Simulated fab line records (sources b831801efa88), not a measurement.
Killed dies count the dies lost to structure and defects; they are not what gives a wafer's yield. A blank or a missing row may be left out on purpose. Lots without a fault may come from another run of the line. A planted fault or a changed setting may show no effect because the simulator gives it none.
Which tool is to blame? / flow sky130 / 11 lots with 33 wafers sampled at 2 steps, on a route of 708 steps

== WHAT THE GAUGES SHOWED, per wafer ==
SKY_CAPM_THK_MEAS_04: measures by xrf. Usual: CAPM_TIN_THK gives 206.9 nm (standard deviation 2.3).
lot=L356; measured=day 36 03:23; on=film_metro-03; CAPM_TIN_THK (nm)=206.1 205.3 206.2; flag=
lot=L357; measured=day 36 09:12; on=film_metro-02; CAPM_TIN_THK (nm)=204.6 207.3 206.6; flag=
lot=L359; measured=day 37 08:56; on=film_metro-03; CAPM_TIN_THK (nm)=208.1 210.4 208.4; flag=
lot=L361; measured=day 37 17:50; on=film_metro-03; CAPM_TIN_THK (nm)=203.1 204.7 205.3; flag=
lot=L363; measured=day 38 20:23; on=film_metro-03; CAPM_TIN_THK (nm)=208.1 207.1 206.2; flag=
lot=L366; measured=day 39 08:35; on=film_metro-02; CAPM_TIN_THK (nm)=204.4 206.0 207.9; flag=
lot=L367; measured=day 39 19:23; on=film_metro-01; CAPM_TIN_THK (nm)=207.4 207.0 204.6; flag=
lot=L368; measured=day 40 00:03; on=film_metro-03; CAPM_TIN_THK (nm)=208.6 207.8 210.2; flag=
lot=L372; measured=day 41 05:00; on=film_metro-02; CAPM_TIN_THK (nm)=207.8 208.6 208.4; flag=
lot=L373; measured=day 41 06:27; on=film_metro-01; CAPM_TIN_THK (nm)=208.6 210.9 209.3; flag=
lot=L376; measured=day 42 06:49; on=film_metro-03; CAPM_TIN_THK (nm)=206.4 206.7 207.0; flag=

SKY_VIA3_OVL_MEAS_13. Usual: VIA3_OVL gives 0 nm (standard deviation 5).
lot=L356; measured=day 39 09:20; on=overlay-01; VIA3_OVL (nm)=-1 -7 0; flag=
lot=L357; measured=day 39 14:56; on=overlay-01; VIA3_OVL (nm)=0 -2 -1; flag=
lot=L359; measured=day 40 12:59; on=overlay-02; VIA3_OVL (nm)=3 6 3; flag=
lot=L361; measured=day 40 21:59; on=overlay-02; VIA3_OVL (nm)=8 9 11; flag=
lot=L363; measured=day 41 23:35; on=overlay-01; VIA3_OVL (nm)=-2 -3 -2; flag=
lot=L366; measured=day 42 11:56; on=overlay-01; VIA3_OVL (nm)=-5 -5 4; flag=
lot=L367; measured=day 42 21:05; on=overlay-01; VIA3_OVL (nm)=-6 -2 -3; flag=
lot=L368; measured=day 43 02:32; on=overlay-01; VIA3_OVL (nm)=-6 6 -4; flag=
lot=L372; measured=day 44 06:02; on=overlay-01; VIA3_OVL (nm)=4 4 -1; flag=
lot=L373; measured=day 44 07:17; on=overlay-02; VIA3_OVL (nm)=2 -3 -3; flag=
lot=L376; measured=day 45 06:05; on=overlay-02; VIA3_OVL (nm)=10 1 5; flag=

== TOOL THAT RAN EACH LOT (tool first, then ch and the chambers of the sampled wafers, then the start) ==
Before these readings, the record contains no process step.

== AS READ BY THE TOOLS THEMSELVES (means over the sampled wafers that have a number; for cases with no such wafer, the mark the record gives instead) ==
The record holds no such reading with a usual standard deviation.

== THE ANSWER, worked out from the rows above alone ==
Rule: take the mean of a lot's wafers that have a number; if it is more than 3 standard deviations from the usual mean, the lot is off. Also off: a lot with no number at a reading for which 4 or more lots have one. All remaining lots with rows at the step are treated as sound. The gauges are gone through in route order, then the tools' own readings, and for those a lot's mean is taken as printed above. The first step at which some lot is off is used, and at that step the reading that is off furthest; a lot without a number counts as furthest.
Nothing can be told from this: no lot is off at any reading shown.

== WHAT THE SIMULATOR HAD INSERTED ==
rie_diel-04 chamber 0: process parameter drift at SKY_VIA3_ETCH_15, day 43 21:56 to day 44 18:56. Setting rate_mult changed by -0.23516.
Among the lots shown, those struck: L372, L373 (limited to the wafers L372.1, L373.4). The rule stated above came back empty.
